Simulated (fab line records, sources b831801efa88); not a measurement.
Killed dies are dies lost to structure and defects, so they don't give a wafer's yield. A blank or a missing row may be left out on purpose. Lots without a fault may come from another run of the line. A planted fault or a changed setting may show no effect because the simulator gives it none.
A struck lot beside a sound one | flow sky130 | 44 steps out of a route of 708
Sound: wafers L294.1, L294.3, L294.4. Struck: wafer L301.4. (L301.3 of the same lot was not struck and is left out.) The cause comes at the end.
At each step with rows: each side's tool, then ch and its chambers, then its first start. Under that, the readings that differ: sound wafers | struck wafers | difference of the means | sigmas: that difference in standard deviations of wafers without a fault.
alike: readings whose means differ by less than 2 such deviations, and words and numbers that are the same on both sides. not compared: withheld readings, readings that some wafer has no value for, bounds like >300 that may hide the same value, and numbers for which the record gives no deviation and whose values overlap.
The two part at a step that has a row with sigmas, a row that says differs or no value, or rows on one side only. Numbers that don't overlap but have no deviation are shown without sigmas and don't part them. A reading that every wafer of one side lacks parts them only if that side has two wafers or more.

SKY_SONOS_ONO_THK_MEAS_03:
  sound on film_metro-04, day 12 05:16; struck on film_metro-03, day 14 09:23
  alike: SONOS_ONO_CVD_02_THK
then, 1 step without rows for these wafers: SKY_SONOS_ONO_CVD_04 (deposits SiO2 from SiH4/N2O, target thk 5.7199 nm).
SKY_SONOS_ONO_THK_MEAS_05:
  sound on film_metro-04, day 12 07:13; struck on film_metro-02, day 14 10:42
  reading                   | sound          | struck | difference | sigmas
  SONOS_ONO_CVD_04_THK (nm) | 5.75 5.67 5.65 | 5.92   | +0.23      | +2
then, 7 steps without rows for these wafers: SKY_SONOS_ONO_DEHYDRATE_06 (time 60 s); SKY_SONOS_ONO_HMDS_07 (prime time 60 s); SKY_SONOS_ONO_COAT_08 (resist thk 1140 nm); SKY_SONOS_ONO_SOFTBAKE_09 (time 60 s); SKY_SONOS_ONO_EXPOSE_10 (exposes mask ONOM, target cd 410 nm); SKY_SONOS_ONO_PEB_11; SKY_SONOS_ONO_DEVELOP_12 (develop time 60 s).
SKY_SONOS_ONO_CD_MEAS_13: target cd 410 nm.
  sound on cd_sem-01, day 13 08:34; struck on cd_sem-01, day 15 14:48
  alike: cd_nm
SKY_SONOS_ONO_OVL_MEAS_14:
  sound on overlay-01, day 13 08:41; struck on overlay-02, day 15 14:53
  alike: SONOS_ONO_OVL
SKY_SONOS_ONO_ETCH_15: etches the open film in CHF3/O2, target depth 19.52 nm, time 7.8 s.
  sound on rie_diel-04 ch 0,1,2, day 13 08:43; struck on rie_diel-01 ch 3, day 15 14:55
  reading                                        | sound            | struck | difference | sigmas
  model.etch.depth_nm (nm)                       | 19.7 19.39 19.39 | 3.289  | -16.204    |
  model.SONOS_ONO.feature_depth_nm (nm)          | 19.7 19.39 19.39 | 3.289  | -16.204    |
  model.NOVOLAK_of_SONOS_ONO_COAT_08.thk_nm (nm) | 1124 1124 1120   | 1136   | +13        |
  alike: drypump_motor_current_A, oes_product_au, throttle_valve_pct
  not compared: rf_fwd_power_W, rf_hours_counter_h
then, 1 step without rows for these wafers: SKY_SONOS_ONO_WET_ETCH_16 (etches SiO2 in dHF, target depth 14 nm, time 280 s).
SKY_SONOS_ONO_STRIP_17: strips in O2/N2.
  sound on plasma_asher-02 ch 0,1, day 13 08:49; struck on plasma_asher-03 ch 1, day 15 15:03
  reading                      | sound             | struck | difference | sigmas
  strip_time_to_endpoint_s (s) | 14.08 14.11 14.06 | 14.25  | +0.17      | +5
  alike: drypump_motor_current_A, oes_product_au
  not compared: rf_hours_counter_h
then, 3 steps without rows for these wafers: SKY_SONOS_ONO_WET_ETCH_18 (etches Si3N4 in H3PO4, target depth 15 nm, time 172 s); SKY_GATE_OXIDE_CLEAN_00 (cleans in SC1/SC2, time 150 s); SKY_GATE_OXIDE_OXIDATION_01 (stabilise 600 s, purge 300 s, target thk 10.268 nm).
SKY_GATE_OXIDE_THK_MEAS_02:
  sound on film_metro-02, day 13 11:59; struck on film_metro-02, day 15 17:13
  reading                          | sound             | struck | difference | sigmas
  GATE_OXIDE_OXIDATION_00_THK (nm) | 10.13 10.38 10.20 | 10.67  | +0.43      | +2
then, 7 steps without rows for these wafers: SKY_GATE_OXIDE_DEHYDRATE_03 (time 60 s); SKY_GATE_OXIDE_HMDS_04 (prime time 60 s); SKY_GATE_OXIDE_COAT_05 (resist thk 1140 nm); SKY_GATE_OXIDE_SOFTBAKE_06 (time 60 s); SKY_GATE_OXIDE_EXPOSE_07 (exposes mask LVOM, target cd 600 nm); SKY_GATE_OXIDE_PEB_08; SKY_GATE_OXIDE_DEVELOP_09 (develop time 60 s).
SKY_GATE_OXIDE_OVL_MEAS_10:
  sound on overlay-01, day 14 13:41; struck on overlay-01, day 16 21:18
  alike: GATE_OXIDE_OVL
then, 2 steps without rows for these wafers: SKY_GATE_OXIDE_IMPLANT_11; SKY_GATE_OXIDE_WET_ETCH_12 (etches SiO2 in dHF, target depth 16.8 nm, time 336 s).
SKY_GATE_OXIDE_STRIP_13: strips in O2/N2.
  sound on plasma_asher-03 ch 0,1, day 14 13:59; struck on plasma_asher-02 ch 1, day 16 21:37
  reading                      | sound             | struck | difference | sigmas
  drypump_motor_current_A (A)  | 5.2 5.2 5.4       | 6.1    | +0.8       | +2
  strip_time_to_endpoint_s (s) | 14.22 14.28 14.27 | 14.12  | -0.14      | -3
  alike: oes_product_au
  not compared: rf_hours_counter_h
SKY_GATE_OXIDE_TW_MEAS_14:
  sound on film_metro-01, day 14 14:05; struck on film_metro-02, day 16 21:43
  reading       | sound             | struck | difference | sigmas
  GATE_OXIDE_TW | 221.7 221.2 221.2 | 227.6  | +6.2       | +3
then, 3 steps without rows for these wafers: SKY_GATE_OXIDE_CLEAN_15 (cleans in SC1/SC2, time 150 s); SKY_GATE_OXIDE_OXIDATION_16 (stabilise 600 s, purge 300 s, target thk 3.57 nm); SKY_POLY_GATE_CVD_00 (deposits poly-Si, target thk 180 nm, time 720 s).
SKY_POLY_GATE_THK_MEAS_01:
  sound on film_metro-01, day 14 18:03; struck on film_metro-02, day 17 01:23
  alike: POLY_GATE_CVD_00_THK
then, 7 steps without rows for these wafers: SKY_RES_PROTECT_DEHYDRATE_00 (time 60 s); SKY_RES_PROTECT_HMDS_01 (prime time 60 s); SKY_RES_PROTECT_COAT_02 (resist thk 1140 nm); SKY_RES_PROTECT_SOFTBAKE_03 (time 60 s); SKY_RES_PROTECT_EXPOSE_04 (exposes mask RPM, target cd 1270 nm); SKY_RES_PROTECT_PEB_05; SKY_RES_PROTECT_DEVELOP_06 (develop time 60 s).
-- the record jumps here: 14 days lie between the struck wafers' starts before and after (it left off in module RES_PROTECT and takes up again in module SALICIDE, whose first step shown is number 361 of the route) --
SKY_SALICIDE_CLEAN_00: cleans in HF-last, time 30 s.
  sound on wet_bench-02 ch 2, day 28 22:48; struck on wet_bench-02 ch 0, day 31 03:46
  reading                                    | sound             | struck | difference | sigmas
  model.SiO2_of_FIELD_ISO_CVD_24.thk_nm (nm) | 362.3 362.2 361.3 | 360.2  | -1.7       |
-- the record jumps here: 17 days lie between the struck wafers' starts before and after (it left off in module SALICIDE and takes up again in module PAD_OPEN, whose first step shown is number 708 of the route) --
SKY_PAD_OPEN_PROBE_99:
  sound on prober-01, day 47 01:29; struck on prober-01, day 48 13:47
  alike: killed_at_M0_to_M3, killed_at_M4_up, killed_at_contacts, killed_at_front_end, killed_at_other, killed_dies, killed_open, killed_short
  not compared: model.etest.nfet_16v.r_on_ohm_um, model.etest.pfet_16v.r_on_ohm_um, model.etest.pfet_g5v0d10v5.r_on_ohm_um, model.etest.nfet_g5v0d10v5.r_on_ohm_um, model.etest.nfet_g5v0d10v5.drive_ua_um, model.etest.tip_sonos.rs_ohm_sq, model.etest.nfet_05v0_nvt.drive_ua_um, model.etest.nfet_16v.drive_ua_um

WHERE THEY PART
First at SKY_SONOS_ONO_THK_MEAS_05; last, within this record, at SKY_GATE_OXIDE_TW_MEAS_14. Later steps at which nothing parts them and some readings are alike: SKY_POLY_GATE_THK_MEAS_01, SKY_PAD_OPEN_PROBE_99.

WHY: what the simulator had put in
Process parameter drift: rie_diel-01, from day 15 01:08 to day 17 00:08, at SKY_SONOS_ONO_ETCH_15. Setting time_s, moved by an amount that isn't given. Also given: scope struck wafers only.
